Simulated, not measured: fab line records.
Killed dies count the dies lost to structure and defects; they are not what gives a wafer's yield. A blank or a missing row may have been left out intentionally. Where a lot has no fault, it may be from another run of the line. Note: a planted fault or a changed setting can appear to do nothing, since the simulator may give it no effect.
Matching of chambers :: flow sky130 :: rie diel-03 running SKY_VIA1_ETCH_14: 4 sister chambers
The step etches BARC in N2/H2, stops on SiO2, time 45.9 s, target depth 60 nm. 8 wafers are shown with their chamber, then 8 later ones without.

## WAFERS PAIRED WITH THEIR CHAMBERS
wafer: L078.2
chamber: 0
drypump motor current A (A): 4.9
rf fwd power W (W): 494.7

wafer: L078.5
chamber: 0
drypump motor current A (A): 4.9
rf fwd power W (W): 496.1

wafer: L082.3
chamber: 1
drypump motor current A (A): 5.4
rf fwd power W (W): 498.6

wafer: L082.4
chamber: 3
drypump motor current A (A): 4.9
rf fwd power W (W): 495.9

wafer: L087.3
chamber: 3
drypump motor current A (A): 4.9
rf fwd power W (W): 495.5

wafer: L087.4
chamber: 1
drypump motor current A (A): 5.4
rf fwd power W (W): 495.8

wafer: L087.5
chamber: 2
drypump motor current A (A): 6.8
rf fwd power W (W): 492.6

wafer: L093.2
chamber: 2
drypump motor current A (A): 6.7
rf fwd power W (W): 496.0

## WAFERS WITH NO CHAMBER GIVEN
wafer: L093.5
drypump motor current A (A): 4.8
rf fwd power W (W): 493.4

wafer: L093.6
drypump motor current A (A): 4.9
rf fwd power W (W): 493.4

wafer: L096.2
drypump motor current A (A): 5.4
rf fwd power W (W): 494.6

wafer: L096.4
drypump motor current A (A): 6.7
rf fwd power W (W): 492.2

wafer: L096.5
drypump motor current A (A): 6.8
rf fwd power W (W): 492.7

wafer: L097.1
drypump motor current A (A): 4.9
rf fwd power W (W): 495.4

wafer: L097.5
drypump motor current A (A): 4.9
rf fwd power W (W): 496.6

wafer: L097.6
drypump motor current A (A): 4.9
rf fwd power W (W): 497.0

## WHICH CHAMBER EACH ONE RAN IN
wafer: L093.5
from the rows above: can't be placed: 0 or 3
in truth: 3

wafer: L093.6
from the rows above: can't be placed: 0 or 3
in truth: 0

wafer: L096.2
from the rows above: 1
in truth: 1

wafer: L096.4
from the rows above: 2
in truth: 2

wafer: L096.5
from the rows above: 2
in truth: 2

wafer: L097.1
from the rows above: can't be placed: 0 or 3
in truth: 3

wafer: L097.5
from the rows above: can't be placed: 3 or 0
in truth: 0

wafer: L097.6
from the rows above: can't be placed: 3 or 0
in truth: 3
3 of 8 placed correctly. These rows do not allow placing 5 (true chamber among the candidates in 5). 0 placed wrongly.
How it was worked out, from the rows above alone: a wafer's distance from a chamber is the root of the sum, over the readings, of the square of ((its reading less the chamber's mean) divided by the reading's scatter). The wafer belongs to the nearest chamber; if the next one is less than 2 further off, it can't be placed. Each chamber's mean is taken over the wafers shown for it. The scatter: the root of (the sum of the squares of (reading less its chamber's mean) over the shown wafers, divided by (wafers less chambers)).
